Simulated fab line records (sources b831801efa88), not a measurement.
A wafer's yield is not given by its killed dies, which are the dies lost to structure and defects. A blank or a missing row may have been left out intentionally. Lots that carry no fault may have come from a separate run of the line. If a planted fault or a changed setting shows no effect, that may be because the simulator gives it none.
Which tool was responsible? -- flow sky130 -- Sampling: 12 lots, 36 wafers, 5 of 708 route steps

== WHAT THE GAUGES READ, wafer by wafer ==
SKY_FIELD_ISO_THK_MEAS_04.
lot,measured,on,FIELD_ISO_CVD_03_THK (nm)
L933,day 1 15:11,filmMetro-01,165.8 165.8 165.5
L934,day 1 18:30,filmMetro-04,162.2 163.1 162.2
L935,day 2 00:48,filmMetro-01,167.1 167.2 166.0
L936,day 2 04:47,filmMetro-02,164.4 165.0 164.2
L937,day 2 09:29,filmMetro-02,163.2 163.4 165.6
L938,day 2 15:44,filmMetro-01,166.6 168.3 167.8
L940,day 3 02:17,filmMetro-02,166.5 166.0 165.9
L941,day 3 06:43,filmMetro-02,164.2 163.8 164.2
L944,day 3 20:43,filmMetro-02,163.6 164.4 164.0
L945,day 4 01:49,filmMetro-02,164.2 164.7 165.6
L946,day 4 07:55,filmMetro-02,166.4 166.2 167.2
L947,day 4 13:38,filmMetro-01,166.0 164.5 167.3

SKY_VT_ADJUST_LVTN_TW_MEAS_21.
lot,measured,on,VT_ADJUST_LVTN_2_TW
L933,day 7 17:12,filmMetro-02,187.1 188.9 188.3
L934,day 8 00:31,filmMetro-01,188.0 189.0 189.0
L935,day 8 07:46,filmMetro-02,190.4 188.8 190.2
L936,day 8 14:13,filmMetro-01,189.9 190.1 188.5
L937,day 8 21:52,filmMetro-03,188.8 189.9 189.5
L938,day 9 03:52,filmMetro-03,188.1 187.5 187.2
L940,day 9 17:25,filmMetro-02,187.4 188.6 188.4
L941,day 9 22:55,filmMetro-03,189.0 188.7 187.6
L944,day 10 19:04,filmMetro-02,289.6 290.8 288.6
L945,day 11 00:37,filmMetro-01,292.1 291.4 293.2
L946,day 11 08:01,filmMetro-03,287.3 288.6 288.8
L947,day 11 16:31,filmMetro-01,293.1 292.0 291.4

SKY_SPACER_THK_MEAS_01.
lot,measured,on,SPACER_CVD_00_THK (nm)
L933,day 22 18:55,filmMetro-04,43.1 43.0 42.9
L934,day 23 06:45,filmMetro-03,42.9 43.0 42.9
L935,day 23 19:13,filmMetro-01,43.7 43.6 43.7
L936,day 24 01:56,filmMetro-03,43.7 43.6 43.7
L937,day 24 16:49,filmMetro-01,44.1 43.4 43.6
L938,day 24 22:44,filmMetro-01,43.4 42.9 43.4
L940,day 25 10:38,filmMetro-04,43.4 43.6 43.6
L941,day 25 18:35,filmMetro-03,43.8 43.9 43.8
L944,day 27 00:29,filmMetro-04,42.6 42.9 43.2
L945,day 27 09:37,filmMetro-01,43.1 43.3 42.9
L946,day 27 18:17,filmMetro-03,42.7 42.7 43.3
L947,day 28 04:55,filmMetro-01,43.0 42.8 42.9

== EACH LOT AND THE TOOL THAT RAN IT (in order: tool; ch and the chambers of the sampled wafers; start) ==
lot,SKY_FIELD_ISO_STRIP_16,SKY_VT_ADJUST_LVTN_IMPLANT_19
L933,"plasmaAsher-04 ch 0,1, day 2 05:46","implanter-01 ch 0, day 7 16:57"
L934,"plasmaAsher-01 ch 0,1, day 2 09:25","implanter-02 ch 0, day 8 00:18"
L935,"plasmaAsher-01 ch 0,1, day 2 16:28","implanter-01 ch 0, day 8 07:31"
L936,"plasmaAsher-04 ch 0, day 2 20:29","implanter-02 ch 0, day 8 13:58"
L937,"plasmaAsher-04 ch 0,1, day 3 01:15","implanter-04 ch 0, day 8 21:37"
L938,"plasmaAsher-01 ch 0,1, day 3 07:18","implanter-01 ch 0, day 9 03:37"
L940,"plasmaAsher-02 ch 1, day 3 18:56","implanter-04 ch 0, day 9 17:10"
L941,"plasmaAsher-02 ch 0,1, day 3 22:38","implanter-02 ch 0, day 9 22:40"
L944,"plasmaAsher-04 ch 0,1, day 4 13:14","implanter-01 ch 0, day 10 18:49"
L945,"plasmaAsher-02 ch 0, day 4 18:40","implanter-02 ch 0, day 11 00:23"
L946,"plasmaAsher-02 ch 0,1, day 5 01:50","implanter-02 ch 0, day 11 07:46"
L947,"plasmaAsher-01 ch 0,1, day 5 07:21","implanter-02 ch 0, day 11 16:16"
- SKY_FIELD_ISO_STRIP_16: strips in O2/N2.
- SKY_VT_ADJUST_LVTN_IMPLANT_19

== AS READ BY THE TOOLS THEMSELVES (means over the sampled wafers that have a number; for cases with no such wafer, the mark the record gives instead) ==
SKY_FIELD_ISO_STRIP_16.
lot,tool,drypumpMotorCurrentA (A),oesProductAu (a.u.),stripTimeToEndpointS (s)
L933,plasmaAsher-04,5.5,0.379,3.50
L934,plasmaAsher-01,5.9,0.378,3.55
L935,plasmaAsher-01,5.9,0.376,3.54
L936,plasmaAsher-04,4.8,0.378,3.58
L937,plasmaAsher-04,5.5,0.379,3.56
L938,plasmaAsher-01,5.9,0.381,3.57
L940,plasmaAsher-02,5.6,0.378,3.53
L941,plasmaAsher-02,5.9,0.381,3.56
L944,plasmaAsher-04,5.2,0.381,3.58
L945,plasmaAsher-02,5.9,0.374,3.53
L946,plasmaAsher-02,5.7,0.375,3.56
L947,plasmaAsher-01,5.9,0.379,3.55

== THE ANSWER, worked out from the rows above alone ==
Rule: what is usual is taken from the lots themselves. The widest of any qualifying gaps counts: lots, ordered by their means at a reading, are off when they make up no more than a third of the lots, leave a main group of 4 or more, and stand apart from it by 3 or more times the standard deviation of that group's means. If all means in a main group match to the digits the tables above print for the reading, that group is not used. A lot without any number at a reading at which 4 lots or more have one is off too. All remaining lots with rows at the step are treated as sound. The gauges are gone through in route order, then the tools' own readings, and for those a lot's mean is taken as printed above. At the first step where some lot is off, the reading lying furthest off is the one used; lots without a number count as furthest.
Off: at SKY_VT_ADJUST_LVTN_TW_MEAS_21 (VT_ADJUST_LVTN_2_TW), L944, L945, L946, L947. The main group: mean 188.7, standard deviation 0.73.
If a tool, at a process step before that reading, ran all the lots that are off and no sound lot after the first of them, it fits. Those tools and the gauges at SKY_VT_ADJUST_LVTN_TW_MEAS_21 are tried in the same way. Not one of the candidates tried fits.

== WHAT THE SIMULATOR HAD PUT IN ==
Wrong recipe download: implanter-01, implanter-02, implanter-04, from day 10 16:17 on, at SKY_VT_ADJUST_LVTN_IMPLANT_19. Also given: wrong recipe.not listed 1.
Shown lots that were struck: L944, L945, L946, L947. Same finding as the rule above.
